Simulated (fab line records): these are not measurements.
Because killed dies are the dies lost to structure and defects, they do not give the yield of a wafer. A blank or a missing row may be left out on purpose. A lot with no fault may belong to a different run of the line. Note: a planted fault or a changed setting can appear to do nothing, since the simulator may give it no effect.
Problem report, 8D (eight disciplines) form, completed by code ; flow sky130 ; the parts of the form that need people (team, actions taken, sign-off) are left out

1. THE ISSUE
Wafers without a fault read 0.855 a.u., standard deviation 0.0048; oes_product_au at SKY_VIA1_ETCH_14 reads a mean of 0.899 a.u. on 2 wafers belonging to 2 lots. That is +9.1 standard deviations from the usual mean.
The step: etches BARC in N2/H2, stops on SiO2, time 45.9 s, target depth 60 nm.
The first sign was on wafer L560.6 at day 39 13:45, on rie_diel-01. The record has a number at this step for 18 wafers belonging to 6 lots. By rule, "out" or "out of limits" means more than 4 standard deviations away from the usual mean. The other wafers with a number count as sound.

2. WHAT IT IS; WHAT IT IS NOT
question;is;is not
which readings at this step;oes_product_au, run_length_s;drypump_motor_current_A
which lots;L560, L561;L547, L550, L553, L567
which wafers of those lots;L560.6, L561.1;L560.2, L560.4, L561.2, L561.3
read on which tools;rie_diel-01;rie_diel-02
when;from day 39 13:45;"up to then (11 sound wafers); but 5 sound wafers of L561, L567 came after"

3. WHAT RULES OUT EACH SUSPECT
Counting: if a tool at a process step up to the reading ran every lot that is out, it stays a suspect. Sound lots after the first of them don't rule it out here, since some wafers of a struck lot are sound.
- rie_diel-01 at SKY_VIA1_ETCH_14 (etches BARC in N2/H2, stops on SiO2, time 45.9 s, target depth 60 nm): kept. It ran every lot that is out, first L560 (day 39 13:45); its last sound lot up to then is L553 (day 36 21:53). Its own oes_product_au, run_length_s readings are out on those wafers.
- Within rie_diel-01 at SKY_VIA1_ETCH_14: the wafers that are out ran in chamber 3; their sound lot-mates ran in chambers 0, 1, 2.
After counting, what remains is rie_diel-01 at SKY_VIA1_ETCH_14.

4. THE CAUSE (what the simulator had put in)
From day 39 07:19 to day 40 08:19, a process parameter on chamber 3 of rie_diel-01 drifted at SKY_VIA1_ETCH_14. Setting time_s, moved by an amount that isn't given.
The count eliminated every tool but this one.

5. THE EFFECT CHAIN, in route order
Each row: a reading where the mean over the struck wafers with a number is more than 3 standard deviations away from the usual. Only readings for which the record gives a usual standard deviation are gone through. hours: the time from each lot's start at the first step in this table that gives one to its start at this step, as a median over the lots. sigmas: the change in usual standard deviations.
hours;step;reading;usual;on struck wafers;change;sigmas
0;SKY_VIA1_ETCH_14;oes_product_au;0.855 a.u.;0.899;+0.044;+9.1
0;SKY_VIA1_ETCH_14;run_length_s;74.2 s;71.8;-2.4;-4.8
Process steps it contains:
- SKY_VIA1_ETCH_14: etches BARC in N2/H2, stops on SiO2, time 45.9 s, target depth 60 nm.

6. HOW IT WOULD HAVE BEEN CAUGHT EARLIER
6 hours passed between the start of the fault at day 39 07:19 and the first reading out of limits in this record, taken at day 39 13:45.
